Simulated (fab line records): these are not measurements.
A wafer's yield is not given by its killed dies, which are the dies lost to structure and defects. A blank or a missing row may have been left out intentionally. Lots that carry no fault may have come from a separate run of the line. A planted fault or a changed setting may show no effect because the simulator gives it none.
Which tool is to blame? / flow sfqLine / 42 wafers from 14 lots sampled at 4 of the route's 325 steps

== WHAT THE GAUGES SHOWED, per wafer ==
SFQ_M6_OVL_MEAS_940. Usual: M6_OVL typically reads -2 nm, with standard deviation 5.6.
lot=L279; measured=day 66 02:21; on=overlay-02; M6_OVL (nm)=4 6 5; flag=
lot=L280; measured=day 66 09:34; on=overlay-02; M6_OVL (nm)=2 2 0; flag=
lot=L281; measured=day 66 13:10; on=overlay-02; M6_OVL (nm)=8 1 7; flag=
lot=L282; measured=day 73 02:32; on=overlay-01; M6_OVL (nm)=10 5 5; flag=
lot=L283; measured=day 75 21:17; on=overlay-01; M6_OVL (nm)=-10 -8 -12; flag=
lot=L288; measured=day 80 12:17; on=overlay-01; M6_OVL (nm)=-4 6 -1; flag=
lot=L289; measured=day 80 20:40; on=overlay-01; M6_OVL (nm)=-1 -2 -3; flag=
lot=L292; measured=day 81 07:28; on=overlay-01; M6_OVL (nm)=2 1 -2; flag=
lot=L294; measured=day 81 19:28; on=overlay-01; M6_OVL (nm)=-2 0 2; flag=
lot=L295; measured=day 81 23:04; on=overlay-01; M6_OVL (nm)=9 6 4; flag=
lot=L296; measured=day 82 00:16; on=overlay-01; M6_OVL (nm)=-5 -9 -5; flag=
lot=L297; measured=day 82 04:19; on=overlay-01; M6_OVL (nm)=-3 -3 -1; flag=
lot=L298; measured=day 82 10:19; on=overlay-01; M6_OVL (nm)=0 -4 3; flag=
lot=L301; measured=day 82 18:43; on=overlay-02; M6_OVL (nm)=1 2 -3; flag=

== TOOL THAT RAN EACH LOT (tool first, then ch and the chambers of the sampled wafers, then the start) ==
lot=L279; SFQ_TRILAYER_A5B_DEP_PECVD_129=pecvd-01 ch 0,1,2, day 60 23:22; SFQ_TRILAYER_I5_STRIP_STRIP_148=rieMetal-04 ch 0,1, day 61 17:36; SFQ_TRILAYER_C5_ETCH_VIA_ETCH_154=rieDiel-03 ch 0,1,2, day 61 23:27
lot=L280; SFQ_TRILAYER_A5B_DEP_PECVD_129=pecvd-02 ch 0,2, day 61 08:52; SFQ_TRILAYER_I5_STRIP_STRIP_148=rieMetal-04 ch 0, day 62 03:12; SFQ_TRILAYER_C5_ETCH_VIA_ETCH_154=rieDiel-03 ch 0,2, day 62 07:28
lot=L281; SFQ_TRILAYER_A5B_DEP_PECVD_129=pecvd-02 ch 1,2, day 61 14:50; SFQ_TRILAYER_I5_STRIP_STRIP_148=rieMetal-02 ch 0,1, day 62 05:13; SFQ_TRILAYER_C5_ETCH_VIA_ETCH_154=rieDiel-04 ch 0,1, day 62 08:40
lot=L282; SFQ_TRILAYER_A5B_DEP_PECVD_129=pecvd-01 ch 0,2, day 62 17:34; SFQ_TRILAYER_I5_STRIP_STRIP_148=rieMetal-04 ch 0,1, day 71 07:03; SFQ_TRILAYER_C5_ETCH_VIA_ETCH_154=rieDiel-01 ch 1,2,3, day 72 17:30
lot=L283; SFQ_TRILAYER_A5B_DEP_PECVD_129=pecvd-03 ch 0,1,2, day 62 19:58; SFQ_TRILAYER_I5_STRIP_STRIP_148=rieMetal-04 ch 0,1, day 71 14:15; SFQ_TRILAYER_C5_ETCH_VIA_ETCH_154=rieDiel-01 ch 2,3, day 75 15:12
lot=L288; SFQ_TRILAYER_A5B_DEP_PECVD_129=pecvd-03 ch 1,2, day 68 15:40; SFQ_TRILAYER_I5_STRIP_STRIP_148=rieMetal-04 ch 0,1, day 73 09:33; SFQ_TRILAYER_C5_ETCH_VIA_ETCH_154=rieDiel-03 ch 0,1,2, day 77 03:12
lot=L289; SFQ_TRILAYER_A5B_DEP_PECVD_129=pecvd-02 ch 0,1,2, day 68 18:04; SFQ_TRILAYER_I5_STRIP_STRIP_148=rieMetal-01 ch 0,1, day 73 14:09; SFQ_TRILAYER_C5_ETCH_VIA_ETCH_154=rieDiel-03 ch 0,1,2, day 77 07:04
lot=L292; SFQ_TRILAYER_A5B_DEP_PECVD_129=pecvd-03 ch 0,1, day 69 07:16; SFQ_TRILAYER_I5_STRIP_STRIP_148=rieMetal-02 ch 0,1, day 74 02:09; SFQ_TRILAYER_C5_ETCH_VIA_ETCH_154=rieDiel-01 ch 0,1,2, day 77 15:28
lot=L294; SFQ_TRILAYER_A5B_DEP_PECVD_129=pecvd-02 ch 1,2, day 69 15:09; SFQ_TRILAYER_I5_STRIP_STRIP_148=rieMetal-01 ch 0,1, day 74 08:09; SFQ_TRILAYER_C5_ETCH_VIA_ETCH_154=rieDiel-04 ch 0,2,3, day 77 23:52
lot=L295; SFQ_TRILAYER_A5B_DEP_PECVD_129=pecvd-01 ch 0,1, day 69 16:21; SFQ_TRILAYER_I5_STRIP_STRIP_148=rieMetal-04 ch 0,1, day 74 10:33; SFQ_TRILAYER_C5_ETCH_VIA_ETCH_154=rieDiel-01 ch 0,1,2, day 78 02:25
lot=L296; SFQ_TRILAYER_A5B_DEP_PECVD_129=pecvd-02 ch 0,1,2, day 69 18:45; SFQ_TRILAYER_I5_STRIP_STRIP_148=rieMetal-02 ch 0,1, day 74 11:45; SFQ_TRILAYER_C5_ETCH_VIA_ETCH_154=rieDiel-04 ch 1,2, day 78 02:57
lot=L297; SFQ_TRILAYER_A5B_DEP_PECVD_129=pecvd-02 ch 1,2, day 69 22:28; SFQ_TRILAYER_I5_STRIP_STRIP_148=rieMetal-04 ch 0,1, day 74 15:21; SFQ_TRILAYER_C5_ETCH_VIA_ETCH_154=rieDiel-03 ch 2,3, day 78 06:33
lot=L298; SFQ_TRILAYER_A5B_DEP_PECVD_129=pecvd-02 ch 0,1, day 70 16:17; SFQ_TRILAYER_I5_STRIP_STRIP_148=rieMetal-01 ch 0,1, day 74 23:45; SFQ_TRILAYER_C5_ETCH_VIA_ETCH_154=rieDiel-01 ch 0,1,2, day 78 12:33
lot=L301; SFQ_TRILAYER_A5B_DEP_PECVD_129=pecvd-01 ch 1,2, day 71 01:53; SFQ_TRILAYER_I5_STRIP_STRIP_148=rieMetal-02 ch 0,1, day 75 11:45; SFQ_TRILAYER_C5_ETCH_VIA_ETCH_154=rieDiel-04 ch 0,3, day 78 22:09
- SFQ_TRILAYER_A5B_DEP_PECVD_129: deposits SiO2 from SiH4/N2O, time 133.33 s, target thk 600 nm.
- SFQ_TRILAYER_I5_STRIP_STRIP_148: strips in O2.
- SFQ_TRILAYER_C5_ETCH_VIA_ETCH_154: etches SiO2 in CHF3, stops on Nb, target depth 84 nm.

== WHAT THE TOOLS THEMSELVES READ (means of the sampled wafers that have a number; where no wafer has one, the mark that the record gives instead) ==
SFQ_TRILAYER_A5B_DEP_PECVD_129. Usual: heaterPowerW 93 W, standard deviation 17; throttleValvePct 24.9 %, standard deviation 1.
lot=L279; tool=pecvd-01; heaterPowerW (W)=78; throttleValvePct (%)=23.6; flag=
lot=L280; tool=pecvd-02; heaterPowerW (W)=88; throttleValvePct (%)=24.9; flag=
lot=L281; tool=pecvd-02; heaterPowerW (W)=94; throttleValvePct (%)=24.0; flag=
lot=L282; tool=pecvd-01; heaterPowerW (W)=73; throttleValvePct (%)=23.3; flag=
lot=L283; tool=pecvd-03; heaterPowerW (W)=107; throttleValvePct (%)=25.4; flag=
lot=L288; tool=pecvd-03; heaterPowerW (W)=116; throttleValvePct (%)=25.9; flag=
lot=L289; tool=pecvd-02; heaterPowerW (W)=85; throttleValvePct (%)=25.3; flag=
lot=L292; tool=pecvd-03; heaterPowerW (W)=116; throttleValvePct (%)=25.8; flag=
lot=L294; tool=pecvd-02; heaterPowerW (W)=94; throttleValvePct (%)=25.0; flag=
lot=L295; tool=pecvd-01; heaterPowerW (W)=73; throttleValvePct (%)=23.8; flag=
lot=L296; tool=pecvd-02; heaterPowerW (W)=88; throttleValvePct (%)=25.3; flag=
lot=L297; tool=pecvd-02; heaterPowerW (W)=90; throttleValvePct (%)=24.4; flag=
lot=L298; tool=pecvd-02; heaterPowerW (W)=90; throttleValvePct (%)=26.1; flag=
lot=L301; tool=pecvd-01; heaterPowerW (W)=75; throttleValvePct (%)=24.3; flag=

SFQ_TRILAYER_I5_STRIP_STRIP_148. Usual: chamberPressureMTorr 50.00 mTorr, standard deviation 0.041; drypumpMotorCurrentA 5.8 A, standard deviation 0.41; oesProductAu 1.003 a.u., standard deviation 0.016.
lot=L279; tool=rieMetal-04; chamberPressureMTorr (mTorr)=49.99; drypumpMotorCurrentA (A)=5.3; oesProductAu (a.u.)=1.019; flag=
lot=L280; tool=rieMetal-04; chamberPressureMTorr (mTorr)=50.02; drypumpMotorCurrentA (A)=5.0; oesProductAu (a.u.)=1.013; flag=
lot=L281; tool=rieMetal-02; chamberPressureMTorr (mTorr)=49.99; drypumpMotorCurrentA (A)=5.7; oesProductAu (a.u.)=0.989; flag=
lot=L282; tool=rieMetal-04; chamberPressureMTorr (mTorr)=49.94; drypumpMotorCurrentA (A)=5.5; oesProductAu (a.u.)=1.011; flag=
lot=L283; tool=rieMetal-04; chamberPressureMTorr (mTorr)=50.00; drypumpMotorCurrentA (A)=5.5; oesProductAu (a.u.)=1.013; flag=
lot=L288; tool=rieMetal-04; chamberPressureMTorr (mTorr)=50.00; drypumpMotorCurrentA (A)=5.3; oesProductAu (a.u.)=0.991; flag=
lot=L289; tool=rieMetal-01; chamberPressureMTorr (mTorr)=49.97; drypumpMotorCurrentA (A)=6.3; oesProductAu (a.u.)=0.993; flag=
lot=L292; tool=rieMetal-02; chamberPressureMTorr (mTorr)=49.98; drypumpMotorCurrentA (A)=5.7; oesProductAu (a.u.)=0.996; flag=
lot=L294; tool=rieMetal-01; chamberPressureMTorr (mTorr)=49.99; drypumpMotorCurrentA (A)=6.2; oesProductAu (a.u.)=0.997; flag=
lot=L295; tool=rieMetal-04; chamberPressureMTorr (mTorr)=50.01; drypumpMotorCurrentA (A)=5.3; oesProductAu (a.u.)=0.980; flag=
lot=L296; tool=rieMetal-02; chamberPressureMTorr (mTorr)=50.03; drypumpMotorCurrentA (A)=5.7; oesProductAu (a.u.)=0.998; flag=
lot=L297; tool=rieMetal-04; chamberPressureMTorr (mTorr)=50.03; drypumpMotorCurrentA (A)=5.5; oesProductAu (a.u.)=1.005; flag=
lot=L298; tool=rieMetal-01; chamberPressureMTorr (mTorr)=50.01; drypumpMotorCurrentA (A)=6.2; oesProductAu (a.u.)=1.009; flag=
lot=L301; tool=rieMetal-02; chamberPressureMTorr (mTorr)=49.99; drypumpMotorCurrentA (A)=5.7; oesProductAu (a.u.)=0.993; flag=

SFQ_TRILAYER_C5_ETCH_VIA_ETCH_154. Usual: chamberPressureMTorr 30.005 mTorr, standard deviation 0.026; drypumpMotorCurrentA 5.8 A, standard deviation 0.45; oesProductAu 0.898 a.u., standard deviation 0.0092; rfFwdPowerW 496.5 W, standard deviation 2.
lot=L279; tool=rieDiel-03; chamberPressureMTorr (mTorr)=30.014; drypumpMotorCurrentA (A)=6.1; oesProductAu (a.u.)=0.893; rfFwdPowerW (W)=495.3; flag=
lot=L280; tool=rieDiel-03; chamberPressureMTorr (mTorr)=30.007; drypumpMotorCurrentA (A)=6.5; oesProductAu (a.u.)=0.896; rfFwdPowerW (W)=495.5; flag=
lot=L281; tool=rieDiel-04; chamberPressureMTorr (mTorr)=29.989; drypumpMotorCurrentA (A)=5.5; oesProductAu (a.u.)=0.899; rfFwdPowerW (W)=496.9; flag=
lot=L282; tool=rieDiel-01; chamberPressureMTorr (mTorr)=30.034; drypumpMotorCurrentA (A)=5.7; oesProductAu (a.u.)=0.892; rfFwdPowerW (W)=497.0; flag=
lot=L283; tool=rieDiel-01; chamberPressureMTorr (mTorr)=29.990; drypumpMotorCurrentA (A)=5.7; oesProductAu (a.u.)=0.896; rfFwdPowerW (W)=495.9; flag=
lot=L288; tool=rieDiel-03; chamberPressureMTorr (mTorr)=30.017; drypumpMotorCurrentA (A)=6.0; oesProductAu (a.u.)=0.913; rfFwdPowerW (W)=470.6; flag=OFF
lot=L289; tool=rieDiel-03; chamberPressureMTorr (mTorr)=30.013; drypumpMotorCurrentA (A)=6.0; oesProductAu (a.u.)=0.898; rfFwdPowerW (W)=469.3; flag=OFF
lot=L292; tool=rieDiel-01; chamberPressureMTorr (mTorr)=30.012; drypumpMotorCurrentA (A)=5.9; oesProductAu (a.u.)=0.906; rfFwdPowerW (W)=497.0; flag=
lot=L294; tool=rieDiel-04; chamberPressureMTorr (mTorr)=29.999; drypumpMotorCurrentA (A)=5.4; oesProductAu (a.u.)=0.902; rfFwdPowerW (W)=497.3; flag=
lot=L295; tool=rieDiel-01; chamberPressureMTorr (mTorr)=30.023; drypumpMotorCurrentA (A)=5.9; oesProductAu (a.u.)=0.899; rfFwdPowerW (W)=496.6; flag=
lot=L296; tool=rieDiel-04; chamberPressureMTorr (mTorr)=30.005; drypumpMotorCurrentA (A)=5.7; oesProductAu (a.u.)=0.897; rfFwdPowerW (W)=497.1; flag=
lot=L297; tool=rieDiel-03; chamberPressureMTorr (mTorr)=29.996; drypumpMotorCurrentA (A)=6.4; oesProductAu (a.u.)=0.901; rfFwdPowerW (W)=496.4; flag=
lot=L298; tool=rieDiel-01; chamberPressureMTorr (mTorr)=30.018; drypumpMotorCurrentA (A)=5.9; oesProductAu (a.u.)=0.899; rfFwdPowerW (W)=496.8; flag=
lot=L301; tool=rieDiel-04; chamberPressureMTorr (mTorr)=30.005; drypumpMotorCurrentA (A)=5.3; oesProductAu (a.u.)=0.899; rfFwdPowerW (W)=497.6; flag=

== THE ANSWER, worked out from the rows above alone ==
Rule: a lot is off if the mean of its wafers that have a number lies more than 3 standard deviations from the usual mean. A lot without any number at a reading at which 4 lots or more have one is off too. The other lots that the step has rows for count as sound. First the gauges in route order, then the tools' own readings, where a lot's mean is used as printed above. The first step at which some lot is off is used, and at that step the reading that is off furthest; a lot without a number counts as furthest.
Off: L288, L289 (SFQ_TRILAYER_C5_ETCH_VIA_ETCH_154, rfFwdPowerW).
A tool fits if, at that step or a process step before it, it ran every lot that is off, and no sound lot after the first of them. None of those tried fits.

== WHAT WAS PUT IN BY THE SIMULATOR ==
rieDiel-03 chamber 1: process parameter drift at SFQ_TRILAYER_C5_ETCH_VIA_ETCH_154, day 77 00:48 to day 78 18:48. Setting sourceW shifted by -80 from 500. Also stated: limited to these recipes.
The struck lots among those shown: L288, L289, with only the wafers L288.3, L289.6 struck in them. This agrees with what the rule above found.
